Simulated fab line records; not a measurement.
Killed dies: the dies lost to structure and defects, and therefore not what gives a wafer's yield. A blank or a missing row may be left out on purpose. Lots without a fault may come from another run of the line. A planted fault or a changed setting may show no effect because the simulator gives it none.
fab line records | flow sky130 | part 2 of 2: steps 36 to 47 of 47
record lots=5 | wafers=15 | last_day=50
route steps=708 shown LDD_HVN@267 LDD_HVP@278 LDD_LDN@289 SPACER@304 POLY_CUT@307
lots that met no fault: from a run of the same line without faults
start_h: the number of hours between the record's first day and the start of the first shown wafer of the lot | wait_h: how many hours have passed since the lot's step before this one | " repeats the value in the row above | L1.1+2: one row covering several wafers at once | - value missing, or start not given | * or withheld: withheld | < > ~ a bound
route shown NAME@n: NAME is a module with steps in the file, n the number in the route of the first one | usual: the fault-free wafers' mean and standard deviation | same: alike in all rows | chamber/n: place in a boat | sites: the reading at each site | _std_site: their standard deviation | _edge_site: outer sites' mean less inner sites' | radius_mm: how far each site lies from the wafer's centre | mask NAME#n: copy n | behind: tool/chamber where the wafer was last shaped | hold: why the lot was held/for how many hours/how that ended | device: the transistor (n, p or np) that didn't switch | end of line: at the end of the route, the tests of the same wafers | a step with no rows: only its recipe | killed: not the wafer's yield, but the dies lost to structure and defects at the first sort | map: shows each die of a wafer: x if killed, . if not, _ if none is there
set.NAME: the setting as run; set.NAME@STEP: as run at that earlier step | model.NAME: the simulator's own value behind a step, which no gauge read
lots at selected steps of the route; one table per step, one row per wafer
services: a tool's chamber out of use, with start hour (start_h, from the record's first day; less than 0 if before it), hours out, and reason
## steps
# step SKY_LDD_LDN_TW_MEAS_13
# usual LDD_LDN_TW=1460/11
lot.wafer | tool          | chamber | start_h | wait_h | LDD_LDN_TW
L078.3    | film_metro-04 | -       | 565.05  | 0.1    | 1443
L078.4    | "             | -       | "       | "      | 1455
L078.5    | "             | -       | "       | "      | 1457
L080.3    | film_metro-03 | -       | 591.95  | 0.1    | 1447
L080.4    | "             | -       | "       | "      | 1448
L080.6    | "             | -       | "       | "      | 1443
L088.1    | film_metro-03 | -       | 653.53  | 0.1    | 1452
L088.3    | "             | -       | "       | "      | 1457
L088.4    | "             | -       | "       | "      | 1460
L089.3    | film_metro-04 | -       | 655.95  | 0.1    | 1459
L089.4    | "             | -       | "       | "      | 1455
L089.6    | "             | -       | "       | "      | 1461
L096.1    | film_metro-03 | -       | 710.93  | 0.1    | 1462
L096.2    | "             | -       | "       | "      | 1451
L096.6    | "             | -       | "       | "      | 1456
# step SKY_LDD_LDN_CLEAN_14
# recipe chemistry=SC1/SC2 | mix=1:4:20 | temp_c=70 | time_s=150 | dry=n2_spin
# same time_s=150
lot.wafer  | tool         | chamber | start_h | wait_h
L078.3+4+5 | wet_bench-03 | 1       | 565.09  | 0.0
L080.3+4+6 | wet_bench-03 | 2       | 591.99  | 0.0
L088.1+3+4 | wet_bench-01 | 0       | 653.59  | 0.1
L089.3+4+6 | wet_bench-03 | 0       | 655.99  | 0.0
L096.1+2+6 | wet_bench-02 | 3       | 710.99  | 0.1
# step SKY_SPACER_CVD_00
# recipe material=Si3N4 | precursor=DCS/NH3 | target_thk_nm=43.1 | temp_c=770 | time_s=740 | pressure_mtorr=250
# usual zone_power_centre_pct=12.2/0.46
# same time_s=740
lot.wafer | tool     | chamber | start_h | wait_h | zone_power_centre_pct
L078.3    | lpcvd-02 | 0       | 565.15  | 0.0    | 13.0
L078.4    | "        | 0       | "       | "      | 12.7
L078.5    | "        | 0       | "       | "      | 12.7
L080.3    | lpcvd-02 | 1       | 592.04  | 0.0    | 11.8
L080.4    | "        | 1       | "       | "      | 11.9
L080.6    | "        | 1       | "       | "      | 11.6
L088.1    | lpcvd-02 | 1       | 655.66  | 2.0    | 11.8
L088.3    | "        | 1       | "       | "      | 11.8
L088.4    | "        | 1       | "       | "      | 11.9
L089.3    | lpcvd-02 | 0       | 657.47  | 1.4    | 12.6
L089.4    | "        | 0       | "       | "      | 12.7
L089.6    | "        | 0       | "       | "      | 12.8
L096.1    | lpcvd-02 | 0       | 711.81  | 0.8    | 12.8
L096.2    | "        | 0       | "       | "      | 12.8
L096.6    | "        | 0       | "       | "      | 12.4
# step SKY_SPACER_THK_MEAS_01
# recipe reads=Si3N4_of_SPACER_CVD_00
# usual SPACER_CVD_00_THK=43.5/0.44
lot.wafer | tool          | chamber | start_h | wait_h | SPACER_CVD_00_THK[nm]
L078.3    | film_metro-04 | -       | 566.37  | 0.0    | 42.6
L078.4    | "             | -       | "       | "      | 42.9
L078.5    | "             | -       | "       | "      | 42.6
L080.3    | film_metro-01 | -       | 593.87  | 0.0    | 43.6
L080.4    | "             | -       | "       | "      | 43.8
L080.6    | "             | -       | "       | "      | 44.0
L088.1    | film_metro-01 | -       | 657.47  | 0.0    | 43.9
L088.3    | "             | -       | "       | "      | 44.0
L088.4    | "             | -       | "       | "      | 43.7
L089.3    | film_metro-03 | -       | 658.69  | 0.0    | 43.6
L089.4    | "             | -       | "       | "      | 43.7
L089.6    | "             | -       | "       | "      | 43.5
L096.1    | film_metro-01 | -       | 713.02  | 0.0    | 43.0
L096.2    | "             | -       | "       | "      | 43.6
L096.6    | "             | -       | "       | "      | 43.1
# step SKY_SPACER_ETCHBACK_02
# recipe chemistry=CH3F/O2 | target=Si3N4 | stop_on=SiO2 | source_w=400 | bias_w=80 | pressure_mtorr=25 | ch3f_flow_sccm=40 | O2_flow_sccm=30 | time_s=46.7 | target_depth_a=450
# usual drypump_motor_current_A=5.8/0.52 | oes_product_au=0.859/0.0064 | rf_fwd_power_W=395.9/1.8 | throttle_valve_pct=10.563/0.0087
# same time_s=46.7
lot.wafer | tool        | chamber | start_h | wait_h | drypump_motor_current_A | oes_product_au | rf_fwd_power_W | rf_hours_counter_h | throttle_valve_pct
L078.3    | rie_diel-04 | 1       | 566.41  | 0.0    | 5.7                     | 0.856          | 397.3          | 40                 | 10.561
L078.4    | "           | 3       | "       | "      | 6.4                     | 0.855          | 397.0          | 10                 | 10.562
L078.5    | "           | 3       | "       | "      | 6.4                     | 0.851          | 396.9          | -                  | 10.566
L080.3    | rie_diel-04 | 0       | 593.91  | 0.0    | 5.2                     | 0.855          | 397.5          | 41                 | 10.564
L080.4    | "           | 3       | "       | "      | 6.4                     | 0.861          | 396.7          | 10                 | 10.572
L080.6    | "           | 3       | "       | "      | 6.4                     | 0.862          | 396.1          | -                  | 10.579
L088.1    | rie_diel-02 | 2       | 657.53  | 0.1    | 5.8                     | 0.862          | 393.9          | 7                  | 10.558
L088.3    | "           | 3       | "       | "      | 5.1                     | 0.878          | 395.7          | 13                 | 10.554
L088.4    | "           | 0       | "       | "      | 5.9                     | 0.860          | 394.0          | 11                 | 10.557
L089.3    | rie_diel-02 | 2       | 658.73  | 0.0    | 5.8                     | 0.861          | 396.5          | 7                  | 10.561
L089.4    | "           | 0       | "       | "      | 5.9                     | 0.860          | 391.8          | 11                 | 10.557
L089.6    | "           | 0       | "       | "      | 5.9                     | 0.866          | 390.6          | -                  | 10.566
L096.1    | rie_diel-02 | 2       | 713.08  | 0.1    | 5.8                     | 0.850          | 393.9          | 8                  | 10.572
L096.2    | "           | 0       | "       | "      | 5.9                     | 0.864          | 396.1          | 13                 | 10.559
L096.6    | "           | 1       | "       | "      | 5.2                     | 0.853          | 395.6          | -                  | 10.578
# step SKY_POLY_CUT_DEHYDRATE_00
# recipe temp_c=200 | time_s=60
# same time_s=60
lot.wafer  | tool           | chamber | start_h | wait_h
L078.3+4+5 | litho_track-01 | 0       | 580.94  | 14.5
L080.3+4+6 | litho_track-03 | 0       | 608.24  | 14.3
L088.1+3+4 | litho_track-02 | 0       | 670.88  | 13.3
L089.3+4+6 | litho_track-01 | 0       | 672.44  | 13.7
L096.1+2+6 | litho_track-01 | 0       | 726.44  | 13.3
# step SKY_POLY_CUT_HMDS_01
# recipe prime_time_s=60 | prime_temp_c=120
# same prime_time_s=60
lot.wafer  | tool           | chamber | start_h | wait_h
L078.3+4+5 | litho_track-01 | 0       | 581.09  | 0.1
L080.3+4+6 | litho_track-03 | 0       | 608.39  | 0.1
L088.1+3+4 | litho_track-02 | 0       | 671.03  | 0.1
L089.3+4+6 | litho_track-01 | 0       | 672.59  | 0.1
L096.1+2+6 | litho_track-01 | 0       | 726.59  | 0.1
# step SKY_POLY_CUT_COAT_02
# recipe resist=BARC | temp_c=withheld | time_s=withheld | spin_rpm=3000 | resist_thk_nm=60
lot.wafer  | tool           | chamber | start_h | wait_h
L078.3+4+5 | litho_track-01 | 0       | 581.24  | 0.1
L080.3+4+6 | litho_track-03 | 0       | 608.54  | 0.1
L088.1+3+4 | litho_track-02 | 0       | 671.18  | 0.1
L089.3+4+6 | litho_track-01 | 0       | 672.74  | 0.1
L096.1+2+6 | litho_track-01 | 0       | 726.74  | 0.1
# step SKY_POLY_CUT_COAT_03
# recipe resist=KrF-thick | spin_rpm=3000 | resist_thk_nm=450
lot.wafer  | tool           | chamber | start_h | wait_h
L078.3+4+5 | litho_track-01 | 0       | -       | -
L080.3+4+6 | litho_track-03 | 0       | -       | -
L088.1+3+4 | litho_track-02 | 0       | -       | -
L089.3+4+6 | litho_track-01 | 0       | -       | -
L096.1+2+6 | litho_track-01 | 0       | -       | -
# step SKY_POLY_CUT_SOFTBAKE_04
# recipe temp_c=100 | time_s=90 | resist=KrF-thick
# same time_s=90
lot.wafer  | tool           | chamber | start_h | wait_h
L078.3+4+5 | litho_track-01 | 0       | -       | -
L080.3+4+6 | litho_track-03 | 0       | -       | -
L088.1+3+4 | litho_track-02 | 0       | -       | -
L089.3+4+6 | litho_track-01 | 0       | -       | -
L096.1+2+6 | litho_track-01 | 0       | -       | -
# step SKY_POLY_CUT_EXPOSE_05
# recipe mask_id=NPCM | na=0.8 | source_shape=annular | sigma_inner=0.55 | sigma_outer=0.85 | target_cd_nm=270 | dose_mj=32
# usual stage_vel_mm_s=500.02/0.23
# same sigma_inner=0.55
lot.wafer | tool           | chamber | start_h | wait_h | mask   | stage_vel_mm_s
L078.3    | krf_scanner-02 | 0       | -       | -      | NPCM#0 | 500.24
L078.4    | "              | 0       | "       | "      | NPCM#0 | 499.69
L078.5    | "              | 0       | "       | "      | NPCM#0 | 500.26
L080.3    | krf_scanner-01 | 0       | -       | -      | NPCM#0 | 499.78
L080.4    | "              | 0       | "       | "      | NPCM#0 | 499.84
L080.6    | "              | 0       | "       | "      | NPCM#0 | 499.77
L088.1    | krf_scanner-02 | 0       | -       | -      | NPCM#0 | 499.95
L088.3    | "              | 0       | "       | "      | NPCM#0 | 499.87
L088.4    | "              | 0       | "       | "      | NPCM#0 | 499.99
L089.3    | krf_scanner-02 | 0       | -       | -      | NPCM#0 | 500.17
L089.4    | "              | 0       | "       | "      | NPCM#0 | 500.27
L089.6    | "              | 0       | "       | "      | NPCM#0 | 500.12
L096.1    | krf_scanner-02 | 0       | -       | -      | NPCM#0 | 500.00
L096.2    | "              | 0       | "       | "      | NPCM#0 | 500.35
L096.6    | "              | 0       | "       | "      | NPCM#0 | 500.30
# step SKY_POLY_CUT_PEB_06
# recipe peb_temp_c=withheld | peb_time_s=withheld | resist=KrF-thick
lot.wafer  | tool           | chamber | start_h | wait_h
L078.3+4+5 | litho_track-03 | 0       | -       | -
L080.3+4+6 | litho_track-03 | 0       | -       | -
L088.1+3+4 | litho_track-01 | 0       | -       | -
L089.3+4+6 | litho_track-02 | 0       | -       | -
L096.1+2+6 | litho_track-02 | 0       | -       | -
## services
tool             | chamber | start_h | hours | kind
iline_stepper-01 | -       | 464.20  | 1.2   | repair
krf_scanner-02   | -       | 465.37  | 0.8   | pm
implanter-03     | -       | 499.69  | 5.7   | repair
wet_bench-03     | -       | 500.60  | 4.8   | repair
krf_scanner-02   | -       | 505.43  | 1.0   | pm
iline_stepper-02 | -       | 509.81  | 4.4   | pm
krf_scanner-02   | -       | 533.33  | 1.0   | repair
plasma_asher-03  | -       | 542.43  | 2.7   | repair
implanter-03     | -       | 585.22  | 1.9   | repair
rie_diel-02      | 0       | 586.75  | 10.4  | repair
krf_scanner-02   | -       | 589.91  | 0.7   | repair
plasma_asher-03  | -       | 592.03  | 2.8   | pm
krf_scanner-02   | -       | 603.13  | 11.4  | repair
lpcvd-02         | -       | 611.54  | 0.8   | pm
iline_stepper-01 | -       | 619.07  | 1.7   | pm
plasma_asher-02  | -       | 619.08  | 15.6  | pm
implanter-01     | -       | 628.38  | 5.6   | repair
krf_scanner-02   | -       | 628.86  | 1.3   | pm
implanter-01     | -       | 634.01  | 11.8  | pm
krf_scanner-02   | -       | 634.17  | 0.8   | pm
krf_scanner-02   | -       | 674.43  | 1.0   | pm
iline_stepper-01 | -       | 676.15  | 2.1   | pm
iline_stepper-01 | -       | 733.35  | 0.9   | repair
plasma_asher-04  | -       | 733.75  | 9.0   | pm
